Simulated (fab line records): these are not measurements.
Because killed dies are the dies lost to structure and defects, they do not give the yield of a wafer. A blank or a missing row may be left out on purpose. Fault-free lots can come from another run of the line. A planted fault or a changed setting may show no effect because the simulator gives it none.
Which tool was responsible? | flow sky130 | 18 wafers from 6 lots sampled at 2 of the route's 708 steps

## WHAT THE GAUGES READ, wafer by wafer
SKY_FIELD_ISO_CD_MEAS_13 targets a cd of 150 nm.
lot  | measured    | on        | cd-nm (nm)
L609 | day 2 08:49 | cd-sem-02 | 148.1 147.9 147.7
L612 | day 3 02:07 | cd-sem-01 | 148.8 147.1 148.9
L615 | day 3 15:31 | cd-sem-02 | 152.8 153.5 152.1
L620 | day 4 19:39 | cd-sem-02 | 148.2 146.8 149.4
L624 | day 5 18:47 | cd-sem-01 | 145.8 137.6 148.3
L626 | day 6 04:15 | cd-sem-01 | 146.6 146.7 148.4

## TOOL THAT RAN EACH LOT (tool first, then ch and the chambers of the sampled wafers, then the start)
lot  | SKY_FIELD_ISO_EXPOSE_10
L609 | krf-scanner-02 ch 0, day 2 02:14
L612 | krf-scanner-01 ch 0, day 2 18:33
L615 | krf-scanner-02 ch 0, day 3 08:12
L620 | krf-scanner-02 ch 0, day 4 10:59
L624 | krf-scanner-01 ch 0, day 5 09:21
L626 | krf-scanner-02 ch 0, day 5 19:10
- SKY_FIELD_ISO_EXPOSE_10: exposes mask FOM, target cd 150 nm.

## THE ANSWER, worked out from the rows above alone
Rule: the lots themselves supply what counts as usual. The widest of any qualifying gaps counts: lots, ordered by their means at a reading, are off when they make up no more than a third of the lots, leave a main group of 4 or more, and stand apart from it by 3 or more times the standard deviation of that group's means. A main group is skipped when, at the precision printed for the reading in the tables above, its means are all equal. A lot without any number at a reading at which 4 lots or more have one is off too. Any other lot the step has rows for is counted as sound.
No lot is off on any of the readings shown, so nothing can be concluded from this.

## WHAT HAD BEEN PUT IN BY THE SIMULATOR
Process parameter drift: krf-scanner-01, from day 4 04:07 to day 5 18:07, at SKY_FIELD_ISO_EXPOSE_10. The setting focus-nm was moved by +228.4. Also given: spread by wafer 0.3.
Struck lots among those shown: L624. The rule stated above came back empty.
